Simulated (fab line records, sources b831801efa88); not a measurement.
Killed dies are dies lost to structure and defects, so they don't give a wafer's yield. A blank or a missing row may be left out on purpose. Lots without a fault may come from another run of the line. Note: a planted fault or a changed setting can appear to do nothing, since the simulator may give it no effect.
Which of the tools did it? || flow gf180mcu || 12 lots, 36 wafers sampled, at 2 steps of a route of 602

== WHAT EACH GAUGE READ, for each wafer ==
GF_V4_THK_MEAS_03.
{"lot": "L075", "measured": "day 24 03:14", "on": "filmMetro-01", "V4_CVD_02_THK (nm)": "834 828 837"}
{"lot": "L077", "measured": "day 24 20:37", "on": "filmMetro-01", "V4_CVD_02_THK (nm)": "856 857 872"}
{"lot": "L079", "measured": "day 25 03:42", "on": "filmMetro-04", "V4_CVD_02_THK (nm)": "845 861 854"}
{"lot": "L081", "measured": "day 25 22:21", "on": "filmMetro-01", "V4_CVD_02_THK (nm)": "847 851 849"}
{"lot": "L083", "measured": "day 27 02:56", "on": "filmMetro-04", "V4_CVD_02_THK (nm)": "863 847 870"}
{"lot": "L085", "measured": "day 27 07:59", "on": "filmMetro-04", "V4_CVD_02_THK (nm)": "850 858 872"}
{"lot": "L087", "measured": "day 28 02:07", "on": "filmMetro-01", "V4_CVD_02_THK (nm)": "840 860 841"}
{"lot": "L089", "measured": "day 28 10:37", "on": "filmMetro-01", "V4_CVD_02_THK (nm)": "838 857 858"}
{"lot": "L091", "measured": "day 29 01:44", "on": "filmMetro-04", "V4_CVD_02_THK (nm)": "829 840 846"}
{"lot": "L093", "measured": "day 29 18:17", "on": "filmMetro-01", "V4_CVD_02_THK (nm)": "844 849 868"}
{"lot": "L095", "measured": "day 30 05:43", "on": "filmMetro-02", "V4_CVD_02_THK (nm)": "838 836 853"}
{"lot": "L097", "measured": "day 30 15:32", "on": "filmMetro-02", "V4_CVD_02_THK (nm)": "855 862 875"}

== WHICH TOOL RAN EACH LOT (tool, then ch and the chambers of the sampled wafers, then the start) ==
{"lot": "L075", "GF_M4_METAL_ETCH_16": "rieMetal-04 ch 0,1, day 24 02:02"}
{"lot": "L077", "GF_M4_METAL_ETCH_16": "rieMetal-04 ch 0, day 24 19:44"}
{"lot": "L079", "GF_M4_METAL_ETCH_16": "rieMetal-02 ch 0,1, day 25 02:52"}
{"lot": "L081", "GF_M4_METAL_ETCH_16": "rieMetal-02 ch 0, day 25 21:22"}
{"lot": "L083", "GF_M4_METAL_ETCH_16": "rieMetal-03 ch 0,1, day 27 02:03"}
{"lot": "L085", "GF_M4_METAL_ETCH_16": "rieMetal-04 ch 1, day 27 07:07"}
{"lot": "L087", "GF_M4_METAL_ETCH_16": "rieMetal-04 ch 0,1, day 28 01:14"}
{"lot": "L089", "GF_M4_METAL_ETCH_16": "rieMetal-03 ch 1, day 28 09:39"}
{"lot": "L091", "GF_M4_METAL_ETCH_16": "rieMetal-02 ch 0,1, day 29 00:50"}
{"lot": "L093", "GF_M4_METAL_ETCH_16": "rieMetal-02 ch 1, day 29 17:17"}
{"lot": "L095", "GF_M4_METAL_ETCH_16": "rieMetal-03 ch 0,1, day 30 04:47"}
{"lot": "L097", "GF_M4_METAL_ETCH_16": "rieMetal-02 ch 0,1, day 30 14:40"}
- GF_M4_METAL_ETCH_16: etches the open film in Cl2/BCl3, stops on SiO2, target depth 750.8 nm, time 125.1 s.

== THE ANSWER, worked out from the rows above alone ==
Rule: the lots themselves supply what counts as usual. The widest of any qualifying gaps counts: lots, ordered by their means at a reading, are off when they make up no more than a third of the lots, leave a main group of 4 or more, and stand apart from it by 3 or more times the standard deviation of that group's means. Not used: any main group whose means are identical at the precision the tables above print for the reading. Also off: a lot with no number at a reading for which 4 or more lots have one. All remaining lots with rows at the step are treated as sound.
No lot is off on any of the readings shown, so nothing can be concluded from this.

== WHAT THE SIMULATOR PUT IN ==
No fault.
